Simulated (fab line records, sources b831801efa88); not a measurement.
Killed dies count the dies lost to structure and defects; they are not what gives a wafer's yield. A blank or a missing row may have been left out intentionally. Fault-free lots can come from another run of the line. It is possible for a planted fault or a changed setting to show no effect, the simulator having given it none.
One fault seen from 2 desks / flow gf180mcu / only its own numbers are on each desk; what lay behind them is given at the end

## THE TOOL OWNER'S DESK: implanter-02
The tool's own readings at GF_NSD_IMPLANT_09: means of the sampled wafers that have a number, for each lot that ran on this tool. Marked OUT: a lot whose mean sits more than 4 standard deviations from the usual mean, which makes it out of limits; the brackets give that distance.
Columns: A = doseIonsCm2 at GF_NSD_IMPLANT_09, usual 4e+15; B = tiltDeg at GF_NSD_IMPLANT_09, usual 7.000 degrees
lot=L775; first seen here=day 13 09:35; A=4e+15; B=7.003
lot=L781; first seen here=day 15 17:35; A=4e+15; B=7.022
lot=L786; first seen here=day 17 13:47; A=4e+15; B=4.155 (-99 or more) OUT
lot=L788; first seen here=day 18 03:50; A=4e+15; B=4.162 (-99 or more) OUT
lot=L796; first seen here=day 20 14:32; A=4e+15; B=7.005
lot=L797; first seen here=day 21 11:34; A=4e+15; B=7.016
Finding of this desk: L786, L788 out of limits; the first was L786 at day 17 13:47, on tiltDeg at GF_NSD_IMPLANT_09. Within limits: L775, L781, L796, L797.

## AT THE METROLOGY DESK
Means of the sampled wafers that have a number, per lot and without regard to the tool the lot ran on: this is what the gauges read. Marked OUT: a lot whose mean sits more than 4 standard deviations from the usual mean, which makes it out of limits; the brackets give that distance.
Columns: A = cdNm at GF_POLY_GATE_CD_MEAS_18, usual 279.4 nm; B = NSD_RS at GF_PSD_RS_MEAS_14, usual 46.14 ohm/sq; C = SAB_CVD_00_THK at GF_SAB_THK_MEAS_01, usual 49.7 nm; D = SAB_OVL at GF_SAB_OVL_MEAS_10, usual 0.4 nm
lot=L775; first seen here=day 9 09:49; A=277.1; B=46.15; C=49.9; D=1.5
lot=L776; first seen here=day 9 20:02; A=278.1; B=46.08; C=49.5; D=-0.4
lot=L777; first seen here=day 9 23:53; A=278.2; B=46.19; C=49.4; D=0.1
lot=L780; first seen here=day 10 20:31; A=281.4; B=46.14; C=50.3; D=0.9
lot=L779; first seen here=day 10 20:33; A=279.1; B=46.22; C=50.0; D=0.3
lot=L781; first seen here=day 11 10:09; A=280.2; B=46.20; C=49.9; D=2.3
lot=L786; first seen here=day 12 21:29; A=279.0; B=-; C=50.1; D=2.8
lot=L788; first seen here=day 13 10:30; A=279.4; B=-; C=49.8; D=-0.4
lot=L790; first seen here=day 13 19:34; A=278.5; B=46.24; C=49.8; D=0.7
lot=L793; first seen here=day 14 15:54; A=278.5; B=45.96; C=49.1; D=-0.0
lot=L795; first seen here=day 15 08:17; A=282.3; B=46.04; C=49.8; D=0.7
lot=L796; first seen here=day 15 12:20; A=279.1; B=45.98; C=49.9; D=2.4
lot=L797; first seen here=day 16 07:49; A=277.2; B=46.12; C=49.6; D=0.9
lot=L798; first seen here=day 16 08:32; A=280.1; B=46.14; C=49.0; D=0.6
Finding of this desk: none of the 14 lots has anything out of limits.

## BROUGHT TOGETHER
An alarm could have come from the tool owner's desk at day 17 13:47, on L786, L788.
Nothing out of limits was seen by the metrology desk.
The metrology desk holds a record of L786, L788, inside its limits.
GF_NSD_IMPLANT_09 was run on implanter-02 by each of the lots named.

## WHAT HAD BEEN PUT IN BY THE SIMULATOR
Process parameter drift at GF_NSD_IMPLANT_09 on implanter-02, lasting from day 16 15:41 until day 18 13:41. Setting tiltDeg, moved by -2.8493, from 7. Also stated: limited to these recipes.
Struck lots among those shown: L786, L788.
Time in hours from fault onset to the first out-of-limits reading at each desk: the tool owner's desk, 22.
